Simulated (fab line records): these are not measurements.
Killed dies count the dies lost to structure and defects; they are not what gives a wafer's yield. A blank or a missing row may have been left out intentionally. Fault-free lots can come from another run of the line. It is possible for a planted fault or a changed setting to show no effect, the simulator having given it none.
fab line records -- flow sky130
[record] lots = 6, wafers = 18, last_day = 50
route steps=708 shown VIA2@519 PAD_OPEN@708
lots untouched by any fault: they come from a run of this same line in which no faults occurred
start_h: the number of hours between the record's first day and the start of the first shown wafer of the lot -- wait_h: hours since the lot's step before -- " repeats the value in the row above -- L1.1+2: one row covering several wafers at once -- - no value present, or no start provided -- * or withheld: withheld -- < > ~ a bound
route shown NAME@n: a module of which the file shows steps, and the number in the route of the first -- usual: mean/standard deviation of fault-free wafers -- same: alike in all rows -- chamber/n: place in a boat -- sites: the reading at each site -- _std_site: the standard deviation of these -- _edge_site: outer sites' mean less inner sites' -- radius_mm: for every site, how far away it sits from the centre of the wafer -- mask NAME#n: copy n -- behind: the most recent tool/chamber to have shaped the wafer -- hold: cause of the lot's hold/its duration in hours/its outcome -- device: which transistor (n, p or np) failed to switch -- end of line: tests of these same wafers at the route's end -- a step given without rows: its recipe and nothing more -- killed: count of dies lost to structure and defects at first sort (not the wafer's yield) -- map: per-die view of a wafer (x killed, . not killed, _ where there is no die)
set.NAME: the setting the step ran with; set.NAME@STEP: the setting that earlier step ran with -- model.NAME: the simulator's own value behind a step, which no gauge read
lots at some steps of the route; a table a step, a row a wafer
services: a tool's chamber out of use, with start hour (start_h, from the record's first day; less than 0 if before it), hours out, and reason
[[steps]]
[step SKY_VIA2_CD_MEAS_12]
[recipe] target_cd_nm = 200
[usual] cd_nm = 199.7/1.5
lot.wafer,tool,chamber,start_h,wait_h,cd_nm
L797.2,cd_sem-02,-,882.36,-,201.9
L797.4,cd_sem-02,-,882.36,-,201.1
L797.5,cd_sem-02,-,882.36,-,202.1
L799.1,cd_sem-01,-,883.62,-,200.8
L799.5,cd_sem-01,-,883.62,-,201.3
L799.6,cd_sem-01,-,883.62,-,201.8
L811.2,cd_sem-01,-,968.89,-,199.2
L811.4,cd_sem-01,-,968.89,-,199.3
L811.5,cd_sem-01,-,968.89,-,198.9
L812.3,cd_sem-01,-,969.34,-,199.4
L812.5,cd_sem-01,-,969.34,-,197.7
L812.6,cd_sem-01,-,969.34,-,197.2
L815.2,cd_sem-01,-,1003.99,-,202.8
L815.4,cd_sem-01,-,1003.99,-,201.2
L815.5,cd_sem-01,-,1003.99,-,202.6
L817.3,cd_sem-02,-,1022.98,-,196.9
L817.5,cd_sem-02,-,1022.98,-,198.3
L817.6,cd_sem-02,-,1022.98,-,197.5
[step SKY_VIA2_OVL_MEAS_13]
[usual] VIA2_OVL = -3/4.7
lot.wafer,tool,chamber,start_h,wait_h,VIA2_OVL[nm]
L797.2,overlay-02,-,882.46,0.1,-1
L797.4,overlay-02,-,882.46,0.1,-7
L797.5,overlay-02,-,882.46,0.1,-1
L799.1,overlay-01,-,883.74,0.1,2
L799.5,overlay-01,-,883.74,0.1,-7
L799.6,overlay-01,-,883.74,0.1,1
L811.2,overlay-02,-,968.99,0.1,-4
L811.4,overlay-02,-,968.99,0.1,-1
L811.5,overlay-02,-,968.99,0.1,3
L812.3,overlay-02,-,969.43,0.1,4
L812.5,overlay-02,-,969.43,0.1,1
L812.6,overlay-02,-,969.43,0.1,-3
L815.2,overlay-01,-,1004.09,0.1,-4
L815.4,overlay-01,-,1004.09,0.1,-5
L815.5,overlay-01,-,1004.09,0.1,-5
L817.3,overlay-01,-,1023.07,0.1,-7
L817.5,overlay-01,-,1023.07,0.1,-2
L817.6,overlay-01,-,1023.07,0.1,-9
[step SKY_VIA2_ETCH_14]
[recipe] chemistry = N2/H2, target = BARC, ion_energy_ev = 200, source_w = 500, bias_w = 100, pressure_mtorr = 30, n2_flow_sccm = 100, h2_flow_sccm = 200, stop_on = SiO2, time_s = 45.9, target_depth_a = 600
[usual] drypump_motor_current_A = 6.0/0.63, oes_product_au = 0.856/0.0048, throttle_valve_pct = 13.225/0.0091
[same] time_s = 45.9
lot.wafer,tool,chamber,start_h,wait_h,drypump_motor_current_A,oes_product_au,rf_hours_counter_h,throttle_valve_pct
L797.2,rie_diel-01,3,882.49,0.0,5.7,0.859,11,13.228
L797.4,rie_diel-01,1,882.49,0.0,5.8,0.862,28,13.220
L797.5,rie_diel-01,1,882.49,0.0,5.8,0.855,-,13.223
L799.1,rie_diel-02,3,883.77,0.0,5.6,0.856,3,13.230
L799.5,rie_diel-02,1,883.77,0.0,6.0,0.863,-,13.228
L799.6,rie_diel-02,2,883.77,0.0,6.4,0.845,-,13.224
L811.2,rie_diel-02,0,969.02,0.0,5.0,0.851,10,13.226
L811.4,rie_diel-02,1,969.02,0.0,6.0,0.857,18,13.225
L811.5,rie_diel-02,0,969.02,0.0,5.0,0.868,-,13.229
L812.3,rie_diel-04,2,969.45,0.0,6.8,0.852,9,13.219
L812.5,rie_diel-04,2,969.45,0.0,6.8,0.856,-,13.228
L812.6,rie_diel-04,1,969.45,0.0,6.8,0.853,-,13.208
L815.2,rie_diel-04,1,1004.12,0.0,6.8,0.856,17,13.225
L815.4,rie_diel-04,3,1004.12,0.0,5.1,0.861,19,13.225
L815.5,rie_diel-04,2,1004.12,0.0,6.8,0.851,-,13.218
L817.3,rie_diel-01,2,1023.10,0.0,5.3,0.859,20,13.236
L817.5,rie_diel-01,0,1023.10,0.0,6.6,0.858,-,13.229
L817.6,rie_diel-01,1,1023.10,0.0,5.8,0.862,-,13.224
[step SKY_VIA2_ETCH_15]
[recipe] target = SiO2, chemistry = C4F8/O2/Ar, target_depth_nm = 546, stop_on = TiN, mask_material = KrF-thick, source_w = 1500, bias_w = 1200, pressure_mtorr = 40, c4f8_flow_sccm = withheld, O2_flow_sccm = 6, Ar_flow_sccm = 300, time_s = 84
[usual] oes_product_au = 0.938/0.0049
[same] time_s = 84
lot.wafer,tool,chamber,start_h,wait_h,oes_product_au,rf_hours_counter_h
L797.2,rie_diel-01,3,882.54,0.0,0.936,12
L797.4,rie_diel-01,1,882.54,0.0,0.937,28
L797.5,rie_diel-01,1,882.54,0.0,0.940,-
L799.1,rie_diel-02,3,883.82,0.0,0.931,4
L799.5,rie_diel-02,1,883.82,0.0,0.937,-
L799.6,rie_diel-02,2,883.82,0.0,0.934,-
L811.2,rie_diel-02,0,969.07,0.0,0.941,10
L811.4,rie_diel-02,1,969.07,0.0,0.939,18
L811.5,rie_diel-02,0,969.07,0.0,0.938,-
L812.3,rie_diel-04,2,969.49,0.0,0.940,9
L812.5,rie_diel-04,2,969.49,0.0,0.944,-
L812.6,rie_diel-04,1,969.49,0.0,0.937,-
L815.2,rie_diel-04,1,1004.17,0.0,0.937,17
L815.4,rie_diel-04,3,1004.17,0.0,0.937,19
L815.5,rie_diel-04,2,1004.17,0.0,0.932,-
L817.3,rie_diel-01,2,1023.14,0.0,0.952,20
L817.5,rie_diel-01,0,1023.14,0.0,0.942,-
L817.6,rie_diel-01,1,1023.14,0.0,0.936,-
[step SKY_VIA2_STRIP_16]
[recipe] chemistry = O2/N2, power_w = 1400, pressure_mtorr = 1500, platen_temp_c = withheld, o2_flow_sccm = 3000, n2_flow_sccm = 300, overash_fraction = 0.5
[usual] drypump_motor_current_A = 5.9/0.53, oes_product_au = 0.399/0.0047, strip_time_to_endpoint_s = 4.046/0.024
lot.wafer,tool,chamber,start_h,wait_h,drypump_motor_current_A,oes_product_au,rf_hours_counter_h,strip_time_to_endpoint_s
L797.2,plasma_asher-04,0,882.60,0.0,6.6,0.398,107,4.049
L797.4,plasma_asher-04,1,882.60,0.0,5.8,0.396,-,4.022
L797.5,plasma_asher-04,0,882.60,0.0,6.6,0.405,-,4.023
L799.1,plasma_asher-02,1,883.88,0.0,5.5,0.394,75,3.999
L799.5,plasma_asher-02,1,883.88,0.0,5.5,0.393,-,4.038
L799.6,plasma_asher-02,0,883.88,0.0,5.9,0.398,-,4.072
L811.2,plasma_asher-02,0,969.13,0.0,5.9,0.399,83,4.043
L811.4,plasma_asher-02,1,969.13,0.0,5.5,0.401,-,4.046
L811.5,plasma_asher-02,0,969.13,0.0,5.9,0.400,-,4.032
L812.3,plasma_asher-02,1,969.59,0.1,5.5,0.401,-,4.053
L812.5,plasma_asher-02,1,969.59,0.1,5.5,0.395,-,4.043
L812.6,plasma_asher-02,0,969.59,0.1,5.9,0.390,-,4.085
L815.2,plasma_asher-02,0,1004.23,0.0,5.9,0.402,87,4.031
L815.4,plasma_asher-02,0,1004.23,0.0,5.9,0.403,-,4.004
L815.5,plasma_asher-02,0,1004.23,0.0,5.9,0.392,-,4.020
L817.3,plasma_asher-04,1,1023.23,0.1,5.8,0.400,-,4.087
L817.5,plasma_asher-04,0,1023.23,0.1,6.6,0.397,-,4.061
L817.6,plasma_asher-04,1,1023.23,0.1,5.8,0.399,-,4.052
[step SKY_VIA2_STRIP_17]
[recipe] chemistry = post_etch_residue_remover, time_s = 1200, temp_c = 72.5
[step SKY_VIA2_CLEAN_18]
[recipe] chemistry = IPA, time_s = 180, temp_c = 25
[step SKY_VIA2_CLEAN_19]
[recipe] chemistry = O3/DIW, dry = n2_spin
[step SKY_VIA2_SPUTTER_20]
[recipe] material = TiN, target_thk_nm = 20, chamber_pressure_pa = 5, power_w = 4000, time_s = 80
[usual] throttle_valve_pct = 30.2/1
[same] time_s = 80
lot.wafer,tool,chamber,start_h,wait_h,throttle_valve_pct
L797.2,pvd_sputter-04,-,883.19,0.0,30.8
L797.4,pvd_sputter-04,-,883.19,0.0,29.6
L797.5,pvd_sputter-04,-,883.19,0.0,31.0
L799.1,pvd_sputter-01,-,884.48,0.0,31.4
L799.5,pvd_sputter-01,-,884.48,0.0,29.6
L799.6,pvd_sputter-01,-,884.48,0.0,31.6
L811.2,pvd_sputter-04,-,969.73,0.0,30.6
L811.4,pvd_sputter-04,-,969.73,0.0,31.0
L811.5,pvd_sputter-04,-,969.73,0.0,29.5
L812.3,pvd_sputter-02,-,970.22,0.0,27.7
L812.5,pvd_sputter-02,-,970.22,0.0,29.0
L812.6,pvd_sputter-02,-,970.22,0.0,32.7
L815.2,pvd_sputter-01,-,1004.82,0.0,31.6
L815.4,pvd_sputter-01,-,1004.82,0.0,30.4
L815.5,pvd_sputter-01,-,1004.82,0.0,29.2
L817.3,pvd_sputter-01,-,1023.83,0.0,30.5
L817.5,pvd_sputter-01,-,1023.83,0.0,29.2
L817.6,pvd_sputter-01,-,1023.83,0.0,30.3
[step SKY_VIA2_CVD_21]
[recipe] material = W, target_thk_nm = 420, time_s = 126.4, temp_c = 400, pressure_torr = 40
[usual] heater_power_w = 940/76
[same] time_s = 126.4
lot.wafer,tool,chamber,start_h,wait_h,heater_power_w,since_wet_clean_h
L797.2,cvd_w-02,0,883.25,0.0,920,479
L797.4,cvd_w-02,1,883.25,0.0,1039,-
L797.5,cvd_w-02,1,883.25,0.0,1039,-
L799.1,cvd_w-02,0,884.54,0.0,908,481
L799.5,cvd_w-02,0,884.54,0.0,915,-
L799.6,cvd_w-02,1,884.54,0.0,1072,-
L811.2,cvd_w-02,1,969.79,0.0,1033,566
L811.4,cvd_w-02,1,969.79,0.0,1041,-
L811.5,cvd_w-02,0,969.79,0.0,927,-
L812.3,cvd_w-01,0,970.33,0.1,868,-
L812.5,cvd_w-01,1,970.33,0.1,858,-
L812.6,cvd_w-01,0,970.33,0.1,872,-
L815.2,cvd_w-02,1,1004.88,0.0,1039,601
L815.4,cvd_w-02,1,1004.88,0.0,1033,-
L815.5,cvd_w-02,0,1004.88,0.0,917,-
L817.3,cvd_w-02,0,1023.94,0.1,937,-
L817.5,cvd_w-02,0,1023.94,0.1,900,-
L817.6,cvd_w-02,1,1023.94,0.1,1067,-
[step SKY_VIA2_RS_MEAS_22]
[recipe] thk_meas_gauge = four-point-probe, reads = W_of_VIA2_CVD_21+TiN_of_VIA2_SPUTTER_20
[usual] VIA2_W_RS = 0.274/0.0033
lot.wafer,tool,chamber,start_h,wait_h,VIA2_W_RS[ohm/sq]
L797.2,film_metro-03,-,883.40,0.1,0.271
L797.4,film_metro-03,-,883.40,0.1,0.275
L797.5,film_metro-03,-,883.40,0.1,0.278
L799.1,film_metro-03,-,884.67,0.1,0.270
L799.5,film_metro-03,-,884.67,0.1,0.265
L799.6,film_metro-03,-,884.67,0.1,0.272
L811.2,film_metro-04,-,969.94,0.1,0.273
L811.4,film_metro-04,-,969.94,0.1,0.275
L811.5,film_metro-04,-,969.94,0.1,0.271
L812.3,film_metro-02,-,970.45,0.1,0.278
L812.5,film_metro-02,-,970.45,0.1,0.273
L812.6,film_metro-02,-,970.45,0.1,0.276
L815.2,film_metro-04,-,1005.03,0.1,0.272
L815.4,film_metro-04,-,1005.03,0.1,0.274
L815.5,film_metro-04,-,1005.03,0.1,0.269
L817.3,film_metro-04,-,1024.06,0.1,0.266
L817.5,film_metro-04,-,1024.06,0.1,0.269
L817.6,film_metro-04,-,1024.06,0.1,0.272
[step SKY_VIA2_THK_MEAS_23]
[recipe] thk_meas_gauge = xrf, reads = W_of_VIA2_CVD_21
[usual] VIA2_W_THK = 418/9
lot.wafer,tool,chamber,start_h,wait_h,VIA2_W_THK[nm]
L797.2,film_metro-03,-,883.51,0.1,425
L797.4,film_metro-03,-,883.51,0.1,417
L797.5,film_metro-03,-,883.51,0.1,411
L799.1,film_metro-03,-,884.79,0.1,424
L799.5,film_metro-03,-,884.79,0.1,431
L799.6,film_metro-03,-,884.79,0.1,420
L811.2,film_metro-04,-,970.05,0.1,412
L811.4,film_metro-04,-,970.05,0.1,406
L811.5,film_metro-04,-,970.05,0.1,412
L812.3,film_metro-02,-,970.55,0.1,412
L812.5,film_metro-02,-,970.55,0.1,418
L812.6,film_metro-02,-,970.55,0.1,414
L815.2,film_metro-04,-,1005.14,0.1,409
L815.4,film_metro-04,-,1005.14,0.1,407
L815.5,film_metro-04,-,1005.14,0.1,413
L817.3,film_metro-04,-,1024.16,0.1,417
L817.5,film_metro-04,-,1024.16,0.1,418
L817.6,film_metro-04,-,1024.16,0.1,409
[step SKY_VIA2_CMP_24]
[recipe] stop_on = SiO2, t_overpolish_s = 20, down_force_psi = 3.5, platen_rpm = 60, target_thk_nm = 0, pad_velocity_m_s = 0.94248
[usual] motor_current_A = 10.6/1, overpolish_run_s = 20.000/0.0088, retaining_ring_pressure_frac = 1.001/0.0049, slurry_filter_dp_kPa = 13.50/0.14, time_to_endpoint_s = 99/4.6
lot.wafer,tool,chamber,start_h,wait_h,motor_current_A,overpolish_run_s,retaining_ring_pressure_frac,slurry_filter_dp_kPa,time_to_endpoint_s
L797.4,cmp-02,0,883.56,0.0,11.1,0.043,1.009,13.59,157
L797.2,cmp-02,1,883.56,0.0,8.8,0.027,1.000,13.74,158
L797.5,cmp-02,1,883.56,0.0,8.6,0.029,1.004,13.50,155
L799.1,cmp-02,0,884.90,0.1,10.6,0.034,1.002,13.40,159
L799.6,cmp-02,3,884.90,0.1,12.7,0.036,1.004,13.40,158
L799.5,cmp-02,0,884.90,0.1,10.1,0.036,1.005,13.42,161
L811.2,cmp-02,3,970.20,0.1,12.4,20.002,1.002,13.74,97
L811.4,cmp-02,0,970.20,0.1,11.2,19.999,1.001,13.62,99
L811.5,cmp-02,1,970.20,0.1,9.2,20.001,0.998,13.19,105
L812.3,cmp-01,0,970.79,0.2,10.6,20.002,0.990,13.47,100
L812.5,cmp-01,1,970.79,0.2,10.8,20.010,0.990,13.26,103
L812.6,cmp-01,2,970.79,0.2,11.5,20.014,1.001,13.74,97
L815.2,cmp-02,0,1005.24,0.1,11.1,20.012,1.003,13.57,107
L815.4,cmp-02,1,1005.24,0.1,9.3,19.991,0.999,13.42,105
L815.5,cmp-02,3,1005.24,0.1,11.5,20.010,0.997,13.26,103
L817.3,cmp-01,2,1024.20,0.0,11.2,19.997,0.993,13.53,97
L817.5,cmp-01,2,1024.20,0.0,10.9,20.012,0.995,13.64,100
L817.6,cmp-01,3,1024.20,0.0,10.1,19.987,1.002,13.56,105
[step SKY_PAD_OPEN_PROBE_99]
[usual] defect_limited_yield = 82.4/1.9, killed_at_M0_to_M3 = 44/7.2, killed_at_M4_up = 3.4/2.1, killed_at_contacts = 24/5.5, killed_at_front_end = 15/4.6, killed_at_other = 0.4/0.64, killed_dies = 86/9.1, killed_on_rim = 17/3.8, killed_open = 47/7.5, killed_short = 39/5.8, sort_bin_3_pad_short = 0.9/0.41, sort_bin_5_function = 10.4/1.5, sort_bin_6_memory = 6.3/1.2, sort_n_pass = 406/9.1, sort_yield_pct = 82.4/1.9
[same] gross_dies = 492, killed_at_back_side = 0, sort_bin_4_leakage[%] = 0, sort_bin_8_speed[%] = 0
lot.wafer,tool,chamber,start_h,wait_h,defect_limited_yield[%],killed_at_M0_to_M3,killed_at_M4_up,killed_at_contacts,killed_at_front_end,killed_at_other,killed_dies,killed_on_rim,killed_open,killed_short,sort_bin_3_pad_short[%],sort_bin_5_function[%],sort_bin_6_memory[%],sort_n_pass,sort_yield_pct[%]
L797.2,prober-01,-,1101.06,0.1,0,441,3,38,10,0,492,96,57,35,81.9,11.2,6.9,0,0
L797.4,prober-01,-,1101.16,0.2,0,457,1,26,8,0,492,96,52,23,85.4,10.4,4.3,0,0
L797.5,prober-01,-,1101.21,0.2,0,443,5,32,12,0,492,96,49,35,83.9,10.4,5.7,0,0
L799.1,prober-02,-,1102.16,0.1,0,451,4,23,14,0,492,96,43,38,85.2,9.3,5.5,0,0
L799.5,prober-02,-,1102.36,0.2,0,452,8,19,13,0,492,96,40,39,84.6,8.9,6.5,0,0
L799.6,prober-02,-,1102.41,0.2,0,448,4,23,17,0,492,96,59,40,80.1,11.8,8.1,0,0
L811.2,prober-02,-,1169.90,0.1,81.9,36,2,28,22,1,89,20,44,43,1.8,11.2,5.1,403,81.9
L811.4,prober-02,-,1170.00,0.2,83.5,50,3,19,9,0,81,17,45,36,0.6,9.6,6.3,411,83.5
L811.5,prober-02,-,1170.05,0.2,81.3,51,3,26,11,1,92,22,52,39,1.6,10.2,6.9,400,81.3
L815.2,prober-02,-,1194.16,0.1,83.9,31,1,25,21,1,79,14,50,29,1.4,9.6,5.1,413,83.9
L815.4,prober-02,-,1194.26,0.2,81.1,29,4,29,30,1,93,19,41,49,0.8,13.6,4.5,399,81.1
L815.5,prober-02,-,1194.31,0.2,82.7,39,3,28,15,0,85,17,45,40,1.0,9.1,7.1,407,82.7
// killed by level:class
L797.2 VIA2:area_cmp=400 LI_CONTACT:geometric_particle:open=18 CONTACT:geometric_particle:open=9 VIA2:geometric_particle:open=9 METAL2:geometric_particle:short=8 VIA1:geometric_particle:open=7 LOCAL_INTERCONNECT:geometric_particle:short=5 VIA1:geometric_particle:short=5
L797.4 VIA2:area_cmp=417 VIA1:geometric_particle:open=11 LI_CONTACT:geometric_particle:open=8 VIA2:geometric_particle:open=8 CONTACT:geometric_particle:open=7 VIA3:geometric_particle:open=7 VIA1:geometric_particle:short=4 LOCAL_INTERCONNECT:geometric_particle:short=4
L797.5 VIA2:area_cmp=408 CONTACT:geometric_particle:open=12 VIA1:geometric_particle:open=11 LI_CONTACT:geometric_particle:open=10 VIA3:geometric_particle:open=6 METAL4:geometric_particle:short=5 LI_CONTACT:geometric_particle:short=4 METAL2:geometric_particle:short=4
L799.1 VIA2:area_cmp=411 VIA3:geometric_particle:open=9 LI_CONTACT:geometric_particle:open=8 VIA1:geometric_particle:open=8 METAL1:geometric_particle:short=6 FIELD_ISO:geometric_particle:short=5 CONTACT:geometric_particle:short=5 LOCAL_INTERCONNECT:geometric_particle:short=4
L799.5 VIA2:area_cmp=413 VIA1:geometric_particle:open=8 CONTACT:geometric_particle:open=7 VIA3:geometric_particle:open=7 POLY_GATE:geometric_particle:short=6 VIA1:geometric_particle:short=5 METAL4:geometric_particle:short=5 LOCAL_INTERCONNECT:geometric_particle:short=4
L799.6 VIA2:area_cmp=393 VIA1:geometric_particle:open=14 CONTACT:geometric_particle:open=11 VIA3:geometric_particle:open=10 FIELD_ISO:geometric_particle:open=5 CONTACT:geometric_particle:short=5 VIA1:geometric_particle:short=5 METAL2:geometric_particle:short=5
L811.2 LI_CONTACT:geometric_particle:open=10 CONTACT:geometric_particle:open=8 FIELD_ISO:geometric_particle:short=7 METAL2:geometric_particle:short=7 CONTACT:geometric_particle:short=6 VIA1:geometric_particle:open=6 VIA3:geometric_particle:open=5 FIELD_ISO:geometric_particle:open=4
L811.4 VIA1:geometric_particle:open=10 METAL1:geometric_particle:short=9 VIA3:geometric_particle:open=9 VIA2:geometric_particle:open=8 LI_CONTACT:geometric_particle:open=7 CONTACT:geometric_particle:open=5 POLY_GATE:geometric_particle:short=4 VIA1:geometric_particle:short=4
L811.5 VIA1:geometric_particle:short=10 LI_CONTACT:geometric_particle:open=9 VIA1:geometric_particle:open=9 VIA2:geometric_particle:open=8 CONTACT:geometric_particle:open=8 VIA3:geometric_particle:open=8 POLY_GATE:geometric_particle:open=4 CONTACT:geometric_particle:short=4
L815.2 CONTACT:geometric_particle:open=10 LI_CONTACT:geometric_particle:open=8 VIA1:geometric_particle:open=8 FIELD_ISO:geometric_particle:open=5 VIA1:geometric_particle:short=5 VIA2:geometric_particle:open=5 SONOS_ONO:geometric_particle:open=3 POLY_GATE:geometric_particle:short=3
L815.4 CONTACT:geometric_particle:open=11 FIELD_ISO:geometric_particle:short=7 POLY_GATE:geometric_particle:short=7 CONTACT:geometric_particle:short=6 VIA1:geometric_particle:open=6 FIELD_ISO:geometric_particle:open=5 POLY_GATE:geometric_particle:open=5 METAL2:geometric_particle:short=5
L815.5 CONTACT:geometric_particle:open=11 VIA1:geometric_particle:open=10 VIA3:geometric_particle:open=8 FIELD_ISO:geometric_particle:short=6 VIA3:geometric_particle:short=6 LOCAL_INTERCONNECT:geometric_particle:short=5 METAL1:geometric_particle:short=5 LI_CONTACT:geometric_particle:open=4
// map L797.2 (x killed, . not)
__________xxxxxxxxxx_________
________xxxxxxxxxxxxxx_______
______xxxxxxxxxxxxxxxxxx_____
_____xxxxxxxxxxxxxxxxxxxx____
____xxxxxxxxxxxxxxxxxxxxxx___
___xxxxxxxxxxxxxxxxxxxxxxxx__
__xxxxxxxxxxxxxxxxxxxxxxxxxx_
_xxxxxxxxxxxxxxxxxxxxxxxxxxxx
_xxxxxxxxxxxxxxxxxxxxxxxxxxxx
_xxxxxxxxxxxxxxxxxxxxxxxxxxxx
_xxxxxxxxxxxxxxxxxxxxxxxxxxxx
_xxxxxxxxxxxxxxxxxxxxxxxxxxxx
_xxxxxxxxxxxxxxxxxxxxxxxxxxxx
_xxxxxxxxxxxxxxxxxxxxxxxxxxxx
_xxxxxxxxxxxxxxxxxxxxxxxxxxxx
__xxxxxxxxxxxxxxxxxxxxxxxxxx_
___xxxxxxxxxxxxxxxxxxxxxxxx__
____xxxxxxxxxxxxxxxxxxxxxx___
_____xxxxxxxxxxxxxxxxxxxx____
______xxxxxxxxxxxxxxxxxx_____
________xxxxxxxxxxxxxx_______
__________xxxxxxxxxx_________
// map L799.1 (x killed, . not)
__________xxxxxxxxxx_________
________xxxxxxxxxxxxxx_______
______xxxxxxxxxxxxxxxxxx_____
_____xxxxxxxxxxxxxxxxxxxx____
____xxxxxxxxxxxxxxxxxxxxxx___
___xxxxxxxxxxxxxxxxxxxxxxxx__
__xxxxxxxxxxxxxxxxxxxxxxxxxx_
_xxxxxxxxxxxxxxxxxxxxxxxxxxxx
_xxxxxxxxxxxxxxxxxxxxxxxxxxxx
_xxxxxxxxxxxxxxxxxxxxxxxxxxxx
_xxxxxxxxxxxxxxxxxxxxxxxxxxxx
_xxxxxxxxxxxxxxxxxxxxxxxxxxxx
_xxxxxxxxxxxxxxxxxxxxxxxxxxxx
_xxxxxxxxxxxxxxxxxxxxxxxxxxxx
_xxxxxxxxxxxxxxxxxxxxxxxxxxxx
__xxxxxxxxxxxxxxxxxxxxxxxxxx_
___xxxxxxxxxxxxxxxxxxxxxxxx__
____xxxxxxxxxxxxxxxxxxxxxx___
_____xxxxxxxxxxxxxxxxxxxx____
______xxxxxxxxxxxxxxxxxx_____
________xxxxxxxxxxxxxx_______
__________xxxxxxxxxx_________
[[services]]
tool,chamber,start_h,hours,kind
cmp-01,-,867.64,3.6,pm
cmp-01,-,871.36,1.3,repair
cvd_w-02,-,875.48,0.8,repair
pvd_sputter-04,-,877.57,5.1,repair
plasma_asher-02,-,899.08,2.8,pm
rie_diel-01,1,906.03,2.3,repair
cmp-01,-,912.00,4.0,pm
pvd_sputter-01,-,912.00,10.4,repair
rie_diel-02,3,913.37,4.4,repair
rie_diel-02,-,913.86,8.9,repair
rie_diel-01,1,917.41,4.7,repair
cvd_w-02,0,922.85,2.6,repair
plasma_asher-02,-,923.64,3.9,repair
cvd_w-02,0,929.22,6.7,repair
rie_diel-01,-,932.39,0.7,repair
rie_diel-02,1,941.07,3.0,repair
cmp-02,-,941.45,0.8,repair
plasma_asher-02,-,963.21,4.3,repair
rie_diel-01,1,976.15,41.3,repair
cmp-02,-,993.98,0.6,repair
rie_diel-02,3,999.30,5.2,repair
cmp-02,-,999.63,4.0,pm
rie_diel-02,-,1006.41,1.4,repair
rie_diel-01,2,1013.27,9.7,repair
[[key]]
[first_sign] step = SKY_VIA2_CMP_24, reading = overpolish_run_s, direction = down, sigmas = 99+, usual = 20.000, struck = 0.034
[effect] step = SKY_VIA2_CMP_24, reading = time_to_endpoint_s, direction = up, sigmas = 13, usual = *, struck = *
[effect] step = SKY_PAD_OPEN_PROBE_99, reading = sort_bin_3_pad_short, direction = up, sigmas = 99+, usual = 0.9, struck = 83.5
[more_kills_born_at] SKY_VIA2_CMP_24@cmp-02 = 2442
met_at SKY_VIA2_CMP_24
struck_wafers L797.2,L797.4,L797.5,L799.1,L799.5,L799.6
later_rows_left_out L797.2,L797.4,L797.5,L799.1,L799.5,L799.6
[fault] kind = process_parameter_drift, tool = cmp-02, chamber = -, onset_h = 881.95, steps = SKY_VIA2_CMP_24, channel = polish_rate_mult, offset = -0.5, shape = step, end_h = 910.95
// later_rows_left_out: the simulator's readings of these wafers behind a module that went badly wrong aren't trusted and aren't shown, but for the sort
